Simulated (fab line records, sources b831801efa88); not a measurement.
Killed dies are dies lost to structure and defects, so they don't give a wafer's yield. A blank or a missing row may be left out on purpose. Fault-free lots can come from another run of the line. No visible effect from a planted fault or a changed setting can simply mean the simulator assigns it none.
The tool behind it: which one? | flow gf180mcu | Sampling: 12 lots, 34 wafers, 5 of 602 route steps

## WHAT THE GAUGES SHOWED, per wafer
GF_M4_CD_MEAS_14: target cd 280 nm.
lot  | measured     | on        | cd nm (nm)
L316 | day 23 19:46 | cd sem-01 | 279.7 280.2 277.9
L319 | day 25 00:28 | cd sem-02 | 281.8 282.8 281.1
L321 | day 25 15:34 | cd sem-01 | 280.9 280.5 280.7
L322 | day 26 05:58 | cd sem-01 | 277.9 278.1 278.1
L325 | day 27 08:39 | cd sem-01 | 280.8 280.7
L326 | day 27 23:13 | cd sem-01 | 278.5 279.4
L327 | day 28 03:23 | cd sem-02 | 278.6 280.5 280.0
L331 | day 28 23:23 | cd sem-01 | 280.6 279.2 279.6
L333 | day 29 11:44 | cd sem-01 | 278.4 279.9 278.0
L335 | day 29 22:12 | cd sem-02 | 279.2 280.0 280.1
L336 | day 30 04:41 | cd sem-01 | 278.8 278.3 279.1
L337 | day 30 09:25 | cd sem-02 | 279.5 279.9 280.0

GF_V4_OVL_MEAS_15.
lot  | measured     | on         | V4_OVL (nm)
L316 | day 24 19:37 | overlay-02 | -2 -1 -5
L319 | day 25 23:46 | overlay-01 | 1 4 -1
L321 | day 26 14:13 | overlay-01 | 1 -1 -1
L322 | day 27 05:16 | overlay-02 | -2 5 0
L325 | day 28 06:31 | overlay-02 | 3 8
L326 | day 28 20:13 | overlay-01 | 11 3
L327 | day 29 01:04 | overlay-01 | -4 -1 1
L331 | day 29 19:10 | overlay-01 | 5 6 2
L333 | day 30 07:53 | overlay-02 | 5 3 3
L335 | day 30 17:31 | overlay-02 | 0 -6 -3
L336 | day 31 00:23 | overlay-01 | -9 -5 -12
L337 | day 31 04:41 | overlay-01 | 7 2 3

## WHICH TOOL RAN EACH LOT (tool, then ch and the chambers of the sampled wafers, then the start)
lot  | GF_V3_SPUTTER_21             | GF_M4_METAL_ETCH_16               | GF_M4_STRIP_17
L316 | pvd sputter-04, day 22 20:34 | rie metal-01 ch 0,1, day 23 19:55 | plasma asher-02 ch 0,1, day 23 20:03
L319 | pvd sputter-03, day 24 01:43 | rie metal-02 ch 0, day 25 00:38   | plasma asher-02 ch 0,1, day 25 00:51
L321 | pvd sputter-03, day 24 16:49 | rie metal-01 ch 1, day 25 15:44   | plasma asher-02 ch 0,1, day 25 15:57
L322 | pvd sputter-03, day 25 07:16 | rie metal-02 ch 0,1, day 26 06:06 | plasma asher-03 ch 0,1, day 26 06:13
L325 | pvd sputter-03, day 26 10:46 | rie metal-02 ch 1, day 27 08:48   | plasma asher-03 ch 1, day 27 08:56
L326 | pvd sputter-02, day 27 01:26 | rie metal-02 ch 0,1, day 27 23:22 | plasma asher-04 ch 0, day 27 23:30
L327 | pvd sputter-04, day 27 05:59 | rie metal-03 ch 1, day 28 03:32   | plasma asher-03 ch 0, day 28 03:40
L331 | pvd sputter-02, day 28 02:14 | rie metal-01 ch 0,1, day 28 23:32 | plasma asher-02 ch 0,1, day 28 23:40
L333 | pvd sputter-03, day 28 16:10 | rie metal-01 ch 0,1, day 29 11:53 | plasma asher-02 ch 0,1, day 29 12:01
L335 | pvd sputter-03, day 29 02:26 | rie metal-03 ch 0,1, day 29 22:21 | plasma asher-03 ch 0,1, day 29 22:29
L336 | pvd sputter-03, day 29 08:59 | rie metal-01 ch 0, day 30 04:53   | plasma asher-04 ch 0,1, day 30 05:05
L337 | pvd sputter-04, day 29 13:53 | rie metal-02 ch 0,1, day 30 09:32 | plasma asher-02 ch 0,1, day 30 09:40
- GF_V3_SPUTTER_21: material Ti, target thk 15 nm, time 80.02 s.
- GF_M4_METAL_ETCH_16: etches the open film in Cl2/BCl3, stops on SiO2, target depth 750.8 nm, time 125.1 s.
- GF_M4_STRIP_17: strips in O2/N2.

## AS READ BY THE TOOLS THEMSELVES (means over the sampled wafers that have a number; for cases with no such wafer, the mark the record gives instead)
GF_V3_SPUTTER_21.
lot  | tool           | substrate temp c (C) | throttle valve pct (%)
L316 | pvd sputter-04 | 200.02               | 31.2
L319 | pvd sputter-03 | 200.01               | 29.6
L321 | pvd sputter-03 | 200.05               | 29.4
L322 | pvd sputter-03 | 200.05               | 30.6
L325 | pvd sputter-03 | 199.84               | 29.6
L326 | pvd sputter-02 | 200.00               | 29.2
L327 | pvd sputter-04 | 200.16               | 31.2
L331 | pvd sputter-02 | 200.08               | 30.3
L333 | pvd sputter-03 | 200.09               | 29.5
L335 | pvd sputter-03 | 199.90               | 28.5
L336 | pvd sputter-03 | 199.99               | 29.5
L337 | pvd sputter-04 | 199.92               | 31.6

GF_M4_METAL_ETCH_16.
lot  | tool         | drypump motor current A (A) | oes product au (a.u.) | rf fwd power W (W) | throttle valve pct (%)
L316 | rie metal-01 | 5.7                         | 0.991                 | 795.5              | 28.239
L319 | rie metal-02 | 5.5                         | 0.991                 | 794.9              | 28.231
L321 | rie metal-01 | 5.5                         | 0.997                 | 801.3              | 28.216
L322 | rie metal-02 | 6.2                         | 0.990                 | 793.6              | 28.236
L325 | rie metal-02 | 6.6                         | 0.994                 | 793.6              | 28.223
L326 | rie metal-02 | 6.0                         | 0.988                 | 793.4              | 28.215
L327 | rie metal-03 | 6.1                         | 0.996                 | 796.1              | 28.234
L331 | rie metal-01 | 6.0                         | 0.986                 | 796.7              | 28.224
L333 | rie metal-01 | 6.0                         | 0.987                 | 798.2              | 28.236
L335 | rie metal-03 | 6.1                         | 0.990                 | 796.0              | 28.217
L336 | rie metal-01 | 6.3                         | 0.986                 | 797.0              | 28.233
L337 | rie metal-02 | 5.9                         | 0.985                 | 793.5              | 28.232

GF_M4_STRIP_17.
lot  | tool            | drypump motor current A (A) | heater power w (W) | oes product au (a.u.) | strip time to endpoint s (s)
L316 | plasma asher-02 | 5.8                         | 314                | 0.539                 | 7.34
L319 | plasma asher-02 | 6.0                         | 311                | 0.539                 | 7.41
L321 | plasma asher-02 | 5.8                         | 313                | 0.538                 | 7.36
L322 | plasma asher-03 | 6.1                         | 357                | 0.536                 | 7.42
L325 | plasma asher-03 | 6.1                         | 339                | 0.498                 | 6.32
L326 | plasma asher-04 | 6.0                         | 286                | 0.493                 | 6.27
L327 | plasma asher-03 | 6.1                         | 368                | 0.532                 | 7.34
L331 | plasma asher-02 | 6.0                         | 309                | 0.542                 | 7.46
L333 | plasma asher-02 | 5.7                         | 315                | 0.535                 | 7.39
L335 | plasma asher-03 | 6.1                         | 346                | 0.539                 | 7.38
L336 | plasma asher-04 | 6.1                         | 278                | 0.542                 | 7.41
L337 | plasma asher-02 | 6.0                         | 308                | 0.540                 | 7.46

## THE ANSWER, worked out from the rows above alone
Rule: usual is defined by the lots themselves. The widest of any qualifying gaps counts: lots, ordered by their means at a reading, are off when they make up no more than a third of the lots, leave a main group of 4 or more, and stand apart from it by 3 or more times the standard deviation of that group's means. Not used: any main group whose means are identical at the precision the tables above print for the reading. Also off: a lot with no number at a reading for which 4 or more lots have one. The other lots that the step has rows for count as sound. First the gauges in route order, then the tools' own readings, where a lot's mean is used as printed above. At the first step where some lot is off, the reading lying furthest off is the one used; lots without a number count as furthest.
Off at GF_M4_STRIP_17 (strip time to endpoint s): L325, L326. Main group: mean 7.40 s, sd 0.041.
If a tool, at that step or one of the process steps before it, ran each lot that is off and ran no sound lot following the first of them, it fits. Of those tried, none fits.

## WHAT THE SIMULATOR PUT IN
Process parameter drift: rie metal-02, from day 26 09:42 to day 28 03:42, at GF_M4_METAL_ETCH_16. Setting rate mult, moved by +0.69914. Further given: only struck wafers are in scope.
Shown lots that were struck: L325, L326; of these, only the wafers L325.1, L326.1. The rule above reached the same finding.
